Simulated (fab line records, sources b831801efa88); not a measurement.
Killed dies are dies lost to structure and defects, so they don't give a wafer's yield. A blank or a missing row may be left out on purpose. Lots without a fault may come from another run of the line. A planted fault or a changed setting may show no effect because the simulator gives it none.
A struck lot beside a sound one | flow sky130 | 4 steps out of a route of 708
Sound: wafers L334.2, L334.5, L334.6. Struck: wafers L336.1, L336.3, L336.5. The cause comes at the end.
At each step with rows: each side's tool, then ch and its chambers, then its first start. Under that, the readings that differ: sound wafers | struck wafers | difference of the means | sigmas: that difference in standard deviations of wafers without a fault.
alike: readings whose means differ by less than 2 such deviations, and words and numbers that are the same on both sides. not compared: withheld readings, readings that some wafer has no value for, bounds like >300 that may hide the same value, and numbers for which the record gives no deviation and whose values overlap.
The two part at a step that has a row with sigmas, a row that says differs or no value, or rows on one side only. Numbers that don't overlap but have no deviation are shown without sigmas and don't part them. A reading that every wafer of one side lacks parts them only if that side has two wafers or more.

SKY_FIELD_ISO_BOW_MEAS_00:
  sound on film_metro-04, day 5 09:01; struck on film_metro-02, day 5 19:00
  alike: INCOMING_BOW
SKY_FIELD_ISO_OXIDATION_01: stabilise 600 s, purge 300 s, target thk 12 nm.
  sound on furnace-01 ch 0, day 5 09:17; struck on furnace-02, day 5 19:49
  no value came back on the struck wafers for ox_temp_c (C), ox_temp_c_max; on the sound wafers ox_temp_c (C) reads 900.0 899.8 900.3
then, 1 step without rows for these wafers: SKY_FIELD_ISO_CVD_03 (deposits Si3N4 from DCS/NH3, target thk 165 nm, time 2830 s).
-- the record jumps here: 45 days lie between the struck wafers' starts before and after (it left off in module FIELD_ISO and takes up again in module PAD_OPEN, whose first step shown is number 708 of the route) --
SKY_PAD_OPEN_PROBE_99:
  sound on prober-01, day 50 07:34; struck on prober-01, day 50 12:17
  reading                                          | sound                         | struck                        | difference | sigmas
  model.etest.pfet_16v.r_on_ohm_um                 | 1.547e+04 1.569e+04 1.529e+04 | 1.487e+04 1.499e+04 1.527e+04 | -4.400e+02 |
  model.etest.cap_li_to_poly.c_af_um2              | 96.37 95.33 95.17             | 93.97 93.99 89.83             | -3.03      |
  model.etest.field_p.vt_v (V)                     | -43.29 -44.38 -41.9           | -40.21 -40.75 -41.63          | +2.33      |
  model.etest.field_n.vt_v (V)                     | 36.45 36.73 35.81             | 35.1 35.52 35.75              | -0.9       |
  model.etest.diode_ndiff_fingers.leak_log10_a_cm2 | -6.599 -6.692 -6.729          | -5.964 -6.072 -5.879          | +0.702     |
  model.etest.diode_pdiff_fingers.leak_log10_a_cm2 | -6.664 -6.462 -6.639          | -5.855 -5.882 -6.016          | +0.671     |
  model.etest.sram_nfet_pass.off_log10_a_um        | -12.67 -13 -12.86             | -12.38 -12.44 -12.11          | +0.53      |
  not compared: model.etest.cap_poly_to_well.c_af_um2

WHERE THEY PART
Only at SKY_FIELD_ISO_OXIDATION_01, within this record.

WHY: what the simulator had put in
Skipped step whole: furnace-02, from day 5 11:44 on, at SKY_FIELD_ISO_OXIDATION_01. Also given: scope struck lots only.
